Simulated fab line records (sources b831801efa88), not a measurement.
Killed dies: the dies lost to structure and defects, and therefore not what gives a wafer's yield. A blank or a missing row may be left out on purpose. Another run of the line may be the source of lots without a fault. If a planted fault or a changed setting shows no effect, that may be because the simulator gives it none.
Code-filled problem report in 8D (eight disciplines) form | flow sky130 | the parts of the form that need people (team, actions taken, sign-off) are left out

== 1. PROBLEM STATEMENT ==
VIA1_HDPCVD_THK at SKY_VIA1_THK_MEAS_01 reads a mean of 1507 nm on 9 wafers of 3 lots; wafers without a fault read 1031 nm with a standard deviation of 11. That puts it +43 standard deviations away from the usual mean.
First observed at day 38 20:24: wafer L427.3, on film-metro-03. The record has a number at this step for 42 wafers belonging to 14 lots. The rule behind "out" and "out of limits": a value lying over 4 standard deviations away from the usual mean. The other wafers with a number count as sound.

== 2. WHAT THIS IS AND IS NOT ==
question                    | is                           | is not
which readings at this step | VIA1_HDPCVD_THK              | -
which lots                  | L426, L427, L429             | L407, L408, L414, L415, L416, L417, L419, L420, L422, L423, L428
which wafers of those lots  | all that have a number       | -
read on which gauges        | film-metro-03, film-metro-04 | film-metro-01
when                        | from day 38 20:24            | up to then (30 sound wafers); but 3 sound wafers of L428 came after

== 3. WHAT RULES OUT EACH SUSPECT ==
Counting: a tool stays on the suspect list if, at a process step up to the reading, it processed all lots that are out and no sound lot following the first of them.
- the gauge at SKY_VIA1_THK_MEAS_01 is ruled out. Those wafers that are out were read across 2 gauges (film-metro-03, film-metro-04).
- hdpcvd-01 at SKY_VIA1_HDPCVD_00 (deposits SiO2, target thk 1030 nm, time 171.7 s): kept. It ran every lot that is out, first L427 (day 38 20:16), and no sound lot after that; its last sound lot up to then is L422 (day 37 09:08).
Left after counting: hdpcvd-01 at SKY_VIA1_HDPCVD_00.

== 4. THE CAUSE (what the simulator had put in) ==
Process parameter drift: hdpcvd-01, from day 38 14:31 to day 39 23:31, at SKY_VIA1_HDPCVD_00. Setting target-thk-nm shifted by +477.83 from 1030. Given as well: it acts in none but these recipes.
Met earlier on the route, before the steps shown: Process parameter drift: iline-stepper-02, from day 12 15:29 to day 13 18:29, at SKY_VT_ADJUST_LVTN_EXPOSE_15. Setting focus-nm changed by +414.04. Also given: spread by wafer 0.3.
Counting left only this tool.

== 5. THE EFFECT CHAIN, in route order ==
One row per reading whose mean, taken over the struck wafers that have a number, lies over 3 standard deviations from the usual. Only readings for which the record gives a usual standard deviation are gone through. hours: the time from each lot's start at the first step in this table that gives one to its start at this step, as a median over the lots. sigmas: the change in usual standard deviations.
hours | step                 | reading         | usual   | on struck wafers | change | sigmas
0     | SKY_VIA1_THK_MEAS_01 | VIA1_HDPCVD_THK | 1031 nm | 1507             | +476   | +43
At these later measuring or inspecting steps, every struck wafer for which the step has a row has a number for every such reading, and none has moved that far: SKY_VIA1_RS_MEAS_22.

== 6. HOW IT WOULD HAVE BEEN CAUGHT EARLIER ==
Counted from the fault's start at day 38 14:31, it took 6 hours until the first out-of-limits reading at a measuring or inspecting step in this record, taken at day 38 20:24.
Lots out: 3; of these, L426, L429 started SKY_VIA1_HDPCVD_00 on hdpcvd-01 after day 38 20:24. A hold on the tool at that time would have spared those 2.
